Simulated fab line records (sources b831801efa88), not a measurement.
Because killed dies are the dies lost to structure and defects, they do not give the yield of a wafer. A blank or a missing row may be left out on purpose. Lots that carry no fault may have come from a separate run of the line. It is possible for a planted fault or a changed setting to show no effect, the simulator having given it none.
Matching of chambers | flow gf180mcu | GF_V3_CMP_04 on cmp-01: 4 sister chambers
The step polishes SiO2. 4 wafers are shown with their chamber, then 7 later ones without.

WAFERS, EACH WITH ITS CHAMBER
wafer  | chamber | motor_current_A (A)
L923.5 | 2       | 11.6
L926.3 | 0       | 14.2
L928.2 | 3       | 13.2
L928.4 | 1       | 12.9

WAFERS MISSING THEIR CHAMBER
wafer  | motor_current_A (A)
L928.6 | 13.3
L930.1 | 13.3
L930.4 | 14.1
L930.5 | 11.5
L931.2 | 13.1
L931.3 | 11.2
L931.6 | 13.2

EACH ONE'S CHAMBER
wafer  | from the rows above     | in truth
L928.6 | can't be placed: 3 or 1 | 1
L930.1 | can't be placed: 3 or 1 | 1
L930.4 | 0                       | 0
L930.5 | 2                       | 2
L931.2 | can't be placed: 3 or 1 | 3
L931.3 | 2                       | 2
L931.6 | can't be placed: 3 or 1 | 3
Correctly placed: 3 of 7. Cannot be placed on the basis of these rows: 4; the candidates contain the true chamber in 4. Number placed wrongly: 0.
How it was worked out, from the rows above alone: a wafer's distance from a chamber is the root of the sum, over the readings, of the square of ((its reading less the chamber's mean) divided by the reading's scatter). The wafer belongs to the nearest chamber; if the next one is less than 2 further off, it can't be placed. A chamber's mean is the mean of its shown wafers. The scatter: root of mean squared gap, hidden wafer to nearest shown wafer, with one shown wafer a chamber.
